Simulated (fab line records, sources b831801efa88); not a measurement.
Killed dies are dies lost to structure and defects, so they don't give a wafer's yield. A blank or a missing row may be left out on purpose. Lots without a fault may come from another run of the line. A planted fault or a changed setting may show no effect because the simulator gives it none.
Chamber matching | flow gf180mcu | GF_V1_CMP_04 on cmp-01: 4 sister chambers
The step polishes SiO2. 4 wafers are shown with their chamber, then 9 later ones without.

WAFERS WITH THEIR CHAMBER
wafer  | chamber | motor_current_A (A)
L794.2 | 1       | 10.5
L794.5 | 2       | 12.5
L796.3 | 3       | 12.1
L796.5 | 0       | 12.0

WAFERS WITHOUT THEIR CHAMBER
wafer  | motor_current_A (A)
L804.1 | 12.4
L804.2 | 11.6
L804.6 | 12.0
L805.1 | 10.8
L805.2 | 12.0
L805.3 | 12.4
L807.1 | 11.8
L807.3 | 12.3
L807.5 | 11.8

WHICH CHAMBER EACH WENT THROUGH
wafer  | from the rows above          | in truth
L804.1 | can't be placed: 2 or 3 or 0 | 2
L804.2 | can't be placed: 0 or 3      | 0
L804.6 | can't be placed: 0 or 3      | 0
L805.1 | 1                            | 1
L805.2 | can't be placed: 0 or 3      | 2
L805.3 | can't be placed: 2 or 3 or 0 | 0
L807.1 | can't be placed: 0 or 3      | 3
L807.3 | can't be placed: 2 or 3 or 0 | 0
L807.5 | can't be placed: 0 or 3      | 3
Placed correctly: 1 of 9. Can't be placed from these rows: 8 (the true chamber is among the candidates in 7). Placed wrongly: 0.
How it was worked out, from the rows above alone: a wafer's distance from a chamber is the root of the sum, over the readings, of the square of ((its reading less the chamber's mean) divided by the reading's scatter). The wafer belongs to the nearest chamber; if the next one is less than 2 further off, it can't be placed. A chamber's mean is the mean of its shown wafers. The scatter: with one shown wafer a chamber, the root of the mean of the squares of how far each hidden wafer lies from its nearest shown one.
